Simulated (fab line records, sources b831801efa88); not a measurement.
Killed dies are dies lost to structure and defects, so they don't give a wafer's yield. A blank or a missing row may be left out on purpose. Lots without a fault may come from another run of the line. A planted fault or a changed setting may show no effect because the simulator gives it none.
One fault seen from 2 desks | flow sky130 | each desk has only its own numbers; what lay behind them comes last

THE TOOL OWNER'S DESK: rie_diel-03
The tool's own readings at SKY_VIA1_ETCH_14 (etches BARC in N2/H2, stops on SiO2, time 45.9 s, target depth 60 nm): means of the sampled wafers that have a number, for each lot that ran on this tool. A lot is out of limits, marked OUT, if its mean lies more than 4 standard deviations from the usual mean; the brackets give that distance.
Columns: A = drypump_motor_current_A at SKY_VIA1_ETCH_14, usual 5.8 A; B = oes_product_au at SKY_VIA1_ETCH_14, usual 0.855 a.u.; C = run_length_s at SKY_VIA1_ETCH_14, usual 74.2 s; D = throttle_valve_pct at SKY_VIA1_ETCH_14, usual 13.224 %
lot  | first seen here | A   | B               | C               | D
L156 | day 34 09:26    | 5.9 | 0.852           | 74.3            | 13.227
L164 | day 37 03:59    | 5.9 | 0.850           | 74.1            | 13.222
L172 | day 39 08:41    | 6.2 | 0.917 (+12) OUT | 70.9 (-8.2) OUT | 13.231
L174 | day 40 09:02    | 5.9 | 0.919 (+13) OUT | 70.6 (-8.9) OUT | 13.228
L175 | day 40 09:40    | 6.3 | 0.914 (+12) OUT | 70.9 (-8.2) OUT | 13.240
This desk's finding: out of limits on L172, L174, L175; first on L172, day 39 08:41 (oes_product_au at SKY_VIA1_ETCH_14). In limits: L156, L164.

THE METROLOGY DESK
What the gauges read, lot by lot, whatever tool the lot ran on: means of the sampled wafers that have a number. A lot is out of limits, marked OUT, if its mean lies more than 4 standard deviations from the usual mean; the brackets give that distance.
Columns: A = METAL1_ALCU_RS at SKY_METAL1_RS_MEAS_05, usual 0.1269 ohm/sq; B = VIA1_BOW at SKY_VIA1_BOW_MEAS_03, usual 80 um; C = VIA1_W_THK at SKY_VIA1_THK_MEAS_23, usual 277 nm
lot  | first seen here | A      | B  | C
L155 | day 31 23:20    | 0.1278 | 84 | 272
L156 | day 32 01:32    | 0.1295 | 84 | 276
L159 | day 33 01:47    | 0.1261 | 72 | 282
L161 | day 34 04:30    | 0.1287 | 84 | 278
L163 | day 34 05:56    | 0.1267 | 84 | 275
L164 | day 34 21:40    | 0.1256 | 74 | 278
L166 | day 35 04:06    | 0.1275 | 85 | 273
L168 | day 36 03:08    | 0.1246 | 72 | 283
L169 | day 36 03:53    | 0.1267 | 83 | 277
L172 | day 37 02:58    | 0.1294 | 70 | 277
L174 | day 38 04:58    | 0.1261 | 75 | 282
L175 | day 38 05:19    | 0.1259 | 79 | 281
This desk's finding: nothing out of limits on any of the 12 lots.

PUT TOGETHER
The tool owner's desk could have raised an alarm at day 39 08:41, on L172, L174, L175.
The metrology desk saw nothing out of limits.
The metrology desk has L172, L174, L175 on record, within its limits.
Of the lots named, all ran SKY_VIA1_ETCH_14 on rie_diel-03.

WHAT THE SIMULATOR HAD PUT IN
Process parameter drift: rie_diel-03, from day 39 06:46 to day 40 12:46, at SKY_VIA1_ETCH_14. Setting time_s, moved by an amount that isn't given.
Lots struck among those shown: L172, L174, L175.
Hours from the fault's start to each desk's first reading out of limits: the tool owner's desk, 2.
